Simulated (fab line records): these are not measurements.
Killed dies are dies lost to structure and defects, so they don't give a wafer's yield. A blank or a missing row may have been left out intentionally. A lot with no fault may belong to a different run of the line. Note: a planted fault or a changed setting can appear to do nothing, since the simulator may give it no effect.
The tool behind it: which one? + flow sky130 + 12 lots (36 wafers sampled), 1 step of a 708-step route

WHAT EACH GAUGE READ, for each wafer
SKY_LOCAL_INTERCONNECT_OVL_MEAS_12.
| lot  | measured     | on         | LOCAL_INTERCONNECT_OVL (nm) |
|------|--------------|------------|-----------------------------|
| L075 | day 31 00:37 | overlay-01 | 4 6 -7                      |
| L078 | day 32 02:55 | overlay-01 | -4 3 -3                     |
| L080 | day 32 11:37 | overlay-01 | 5 -2 -5                     |
| L081 | day 32 21:19 | overlay-02 | 0 -4 -4                     |
| L083 | day 33 11:25 | overlay-02 | 1 -7 -5                     |
| L085 | day 34 01:26 | overlay-02 | 4 -1 -3                     |
| L086 | day 34 10:14 | overlay-01 | -1 -2 4                     |
| L089 | day 34 18:10 | overlay-02 | 0 -4 0                      |
| L091 | day 36 04:04 | overlay-01 | -4 0 1                      |
| L093 | day 36 13:43 | overlay-02 | 2 4 -1                      |
| L095 | day 37 07:01 | overlay-01 | 9 6 5                       |
| L097 | day 37 11:13 | overlay-01 | -1 -5 -5                    |

TOOL THAT RAN EACH LOT (tool first, then ch and the chambers of the sampled wafers, then the start)
The record holds no process step before these readings.

THE ANSWER, worked out from the rows above alone
Rule: the lots themselves supply what counts as usual. Put in order of their means at a reading, lots are off if they are a third of the lots or fewer, leave a main group of 4 or more, and stand apart from it by a gap of 3 or more times the standard deviation of the main group's means; of several such gaps the widest counts. The tables above print the reading to a certain number of digits; a main group whose means all agree to those digits is not used. A lot without any number at a reading at which 4 lots or more have one is off too. Where the step has rows for the other lots, those lots are counted as sound.
No lot is off on any of the readings shown, so nothing can be concluded from this.

WHAT HAD BEEN PUT IN BY THE SIMULATOR
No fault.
